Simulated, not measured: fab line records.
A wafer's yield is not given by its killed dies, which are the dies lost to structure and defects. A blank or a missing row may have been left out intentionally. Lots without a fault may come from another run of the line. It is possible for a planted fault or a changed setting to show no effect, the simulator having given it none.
Which tool did it?    flow gf180mcu    Sampling: 10 lots, 30 wafers, 7 of 602 route steps

## WHAT THE GAUGES SHOWED, per wafer
GF_STI_THK_MEAS_24. Usual: for STI_CVD_23_THK the level is 653 nm and the standard deviation is 6.8.
lot   measured     on            STI_CVD_23_THK (nm)  flag
L999  day 2 09:15  filmMetro-03  659 665 653          
L101  day 2 18:47  filmMetro-02  664 658 660          
L103  day 3 06:01  filmMetro-04  645 649 651          
L108  day 4 06:49  filmMetro-02  656 665 658          
L111  day 4 22:30  filmMetro-04  654 660 649          
L112  day 5 04:25  filmMetro-02  655 656 656          
L113  day 5 08:53  filmMetro-04  649 652 658          
L114  day 5 14:36  filmMetro-03  640 648 654          
L119  day 6 15:38  filmMetro-04  643 640 636          
L120  day 6 20:37  filmMetro-03  637 635 644          

GF_LVPWELL_OVL_MEAS_07. Usual: for LVPWELL_OVL the level is 0.7 nm and the standard deviation is 1.3.
lot   measured     on          LVPWELL_OVL (nm)  flag
L999  day 4 03:45  overlay-02  1.6 1.9 2.8       
L101  day 4 12:48  overlay-01  0.2 0.7 0.7       
L103  day 5 01:40  overlay-02  2.3 1.7 -0.9      
L108  day 6 05:03  overlay-02  0.1 -1.4 0.2      
L111  day 6 23:58  overlay-01  -0.5 -0.8 0.4     
L112  day 7 04:39  overlay-01  0.3 1.3 1.2       
L113  day 7 10:27  overlay-02  1.0 1.4 1.6       
L114  day 7 13:52  overlay-01  1.8 -0.6 1.0      
L119  day 8 18:40  overlay-02  2.4 0.1 0.6       
L120  day 8 22:43  overlay-02  1.1 -1.4 2.6      

GF_PSD_TW_MEAS_11. Usual: for PSD_TW the level is 3180 and the standard deviation is 18.
lot   measured      on            PSD_TW                         flag
L999  day 14 14:22  filmMetro-01  3161 3166 3181                 
L101  day 15 06:00  filmMetro-01  3169 3185 3193                 
L103  day 16 02:37  filmMetro-01  3190 3179 3185                 
L108  day 17 20:13  filmMetro-04  3207 3204 3226                 
L111  day 19 00:05  filmMetro-04  3069 3083 3076 3071 3076 3075  OFF
L112  day 19 03:41  filmMetro-04  3088 3088 3060 3066 3070 3085  OFF
L113  day 19 16:06  filmMetro-03  3158 3168 3175                 
L114  day 19 22:33  filmMetro-03  3152 3151 3165                 
L119  day 21 15:25  filmMetro-01  3176 3191 3189                 
L120  day 21 19:19  filmMetro-01  3192 3179 3175                 

GF_PSD_RS_MEAS_15: measures by four-point-probe. Usual: for PSD_RS the level is 108.59 ohm/sq and the standard deviation is 0.28.
lot   measured      on            PSD_RS (ohm/sq)                            flag
L999  day 14 14:41  filmMetro-01  108.29 108.15 108.68                       
L101  day 15 06:19  filmMetro-03  109.11 109.15 108.84                       
L103  day 16 02:56  filmMetro-03  108.47 108.50 108.41                       
L108  day 17 20:31  filmMetro-03  108.27 109.00 108.51                       
L111  day 19 05:26  filmMetro-04  116.23 115.96 116.36 116.43 116.42 116.40  OFF
L112  day 19 07:11  filmMetro-04  116.08 116.29 116.17 116.50 116.11 116.01  OFF
L113  day 19 16:25  filmMetro-03  108.73 108.48 108.37                       
L114  day 19 22:52  filmMetro-01  108.96 108.84 108.77                       
L119  day 21 15:43  filmMetro-04  108.69 108.93 109.13                       
L120  day 21 19:41  filmMetro-04  108.59 108.35 108.62                       

## EACH LOT AND THE TOOL THAT RAN IT (in order: tool; ch and the chambers of the sampled wafers; start)
lot   GF_MVSD_STRIP_10                    GF_PSD_IMPLANT_09                GF_PSD_STRIP_10
L999  plasmaAsher-04 ch 0,1, day 4 18:19  implanter-02 ch 0, day 14 14:07  plasmaAsher-03 ch 0,1, day 14 14:16
L101  plasmaAsher-02 ch 0,1, day 5 03:23  implanter-02 ch 0, day 15 05:45  plasmaAsher-01 ch 0,1, day 15 05:54
L103  plasmaAsher-02 ch 0,1, day 5 17:12  implanter-01 ch 0, day 16 02:23  plasmaAsher-03 ch 0,1, day 16 02:30
L108  plasmaAsher-03 ch 0,1, day 6 20:33  implanter-02 ch 0, day 17 19:58  plasmaAsher-02 ch 0,1, day 17 20:07
L111  plasmaAsher-03 ch 0,1, day 7 16:14  implanter-02 ch 0, day 18 23:52  plasmaAsher-02 ch 0,1, day 18 23:59
L112  plasmaAsher-02 ch 0,1, day 7 21:11  implanter-02 ch 0, day 19 03:26  plasmaAsher-01 ch 0,1, day 19 03:34
L113  plasmaAsher-03 ch 0, day 8 03:14    implanter-04 ch 0, day 19 15:51  plasmaAsher-01 ch 0,1, day 19 16:00
L114  plasmaAsher-02 ch 0,1, day 8 07:06  implanter-04 ch 0, day 19 22:18  plasmaAsher-01 ch 0,1, day 19 22:27
L119  plasmaAsher-02 ch 0,1, day 9 12:36  implanter-01 ch 0, day 21 15:09  plasmaAsher-01 ch 0,1, day 21 15:18
L120  plasmaAsher-03 ch 0,1, day 9 16:35  implanter-01 ch 0, day 21 19:04  plasmaAsher-01 ch 0,1, day 21 19:12
- GF_MVSD_STRIP_10: strips in O2/N2.
- GF_PSD_IMPLANT_09
- GF_PSD_STRIP_10: strips in O2/N2.

## WHAT THE TOOLS THEMSELVES READ (means of the sampled wafers that have a number; where no wafer has one, the mark that the record gives instead)
GF_MVSD_STRIP_10. Usual: drypumpMotorCurrentA 5.9 A, standard deviation 0.42; heaterPowerW 337 W, standard deviation 42; o2FlowSccm 2999 sccm, standard deviation 8.4; oesProductAu 0.722 a.u., standard deviation 0.0044; stripTimeToEndpointS 36.98 s, standard deviation 0.096.
lot   tool            drypumpMotorCurrentA (A)  heaterPowerW (W)  o2FlowSccm (sccm)  oesProductAu (a.u.)  stripTimeToEndpointS (s)  flag
L999  plasmaAsher-04  5.5                       324               2999               0.719                37.03                     
L101  plasmaAsher-02  6.0                       305               2995               0.724                37.14                     
L103  plasmaAsher-02  5.9                       322               2994               0.723                36.98                     
L108  plasmaAsher-03  5.6                       366               3003               0.724                36.97                     
L111  plasmaAsher-03  5.6                       354               3000               0.724                37.06                     
L112  plasmaAsher-02  6.0                       298               2998               0.718                37.10                     
L113  plasmaAsher-03  5.3                       340               3000               0.718                36.96                     
L114  plasmaAsher-02  6.0                       319               3003               0.718                36.80                     
L119  plasmaAsher-02  6.0                       305               3005               0.719                36.89                     
L120  plasmaAsher-03  5.6                       363               2999               0.725                36.90                     

GF_PSD_IMPLANT_09. Usual: beamEnergyKeV reads 40.001 (standard deviation 0.014).
lot   tool          beamEnergyKeV  flag
L999  implanter-02  39.987         
L101  implanter-02  40.008         
L103  implanter-01  40.014         
L108  implanter-02  40.012         
L111  implanter-02  34.605         OFF
L112  implanter-02  34.605         OFF
L113  implanter-04  40.020         
L114  implanter-04  40.011         
L119  implanter-01  40.007         
L120  implanter-01  40.005         

GF_PSD_STRIP_10. Usual: drypumpMotorCurrentA 5.8 A, standard deviation 0.32; heaterPowerW 338 W, standard deviation 41; o2FlowSccm 3002 sccm, standard deviation 8.2; oesProductAu 0.592 a.u., standard deviation 0.0045; stripTimeToEndpointS 16.54 s, standard deviation 0.045.
lot   tool            drypumpMotorCurrentA (A)  heaterPowerW (W)  o2FlowSccm (sccm)  oesProductAu (a.u.)  stripTimeToEndpointS (s)  flag
L999  plasmaAsher-03  6.0                       388               2996               0.592                16.61                     
L101  plasmaAsher-01  5.6                       353               2998               0.597                16.56                     
L103  plasmaAsher-03  5.6                       356               3006               0.592                16.53                     
L108  plasmaAsher-02  6.0                       302               2992               0.591                16.61                     
L111  plasmaAsher-02  6.0                       306               3004               0.608                16.09                     OFF
L112  plasmaAsher-01  5.6                       357               2994               0.600                15.97                     OFF
L113  plasmaAsher-01  5.6                       332               3008               0.594                16.48                     
L114  plasmaAsher-01  5.6                       353               3005               0.594                16.56                     
L119  plasmaAsher-01  5.6                       353               3000               0.592                16.52                     
L120  plasmaAsher-01  5.6                       348               2992               0.588                16.52                     

## THE ANSWER, worked out from the rows above alone
Rule: a lot is off if the mean of its wafers that have a number lies more than 3 standard deviations from the usual mean. A lot without any number at a reading at which 4 lots or more have one is off too. Where the step has rows for the other lots, those lots are counted as sound. First the gauges in route order, then the tools' own readings, where a lot's mean is used as printed above. At the first step where some lot is off, the reading lying furthest off is the one used; lots without a number count as furthest.
Off: L111, L112, seen at GF_PSD_TW_MEAS_11 (PSD_TW).
A tool fits if, at a process step before that reading, it ran every lot that is off, and no sound lot after the first of them. Not tried: the gauges at GF_PSD_TW_MEAS_11; whatever is off there is also off at GF_PSD_IMPLANT_09, on other tools, and gauge error can't account for it. One candidate fits, namely implanter-02 at GF_PSD_IMPLANT_09. Its last sound lot is L108 (day 17 19:58), its first lot that is off L111 (day 18 23:52): a fault that began between those two fits.
On the lots that are off, the tool's own readings at GF_PSD_IMPLANT_09 differ by more than 5 times the standard deviation of the sound lots' means, which bears it out; beamEnergyKeV reads 34.605 there versus 40.008 on the sound lots.

## WHAT THE SIMULATOR HAD PUT IN
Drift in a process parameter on implanter-02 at GF_PSD_IMPLANT_09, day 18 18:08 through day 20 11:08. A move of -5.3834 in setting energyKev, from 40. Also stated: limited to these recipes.
Shown lots that were struck: L111, L112. Same finding as the rule above.
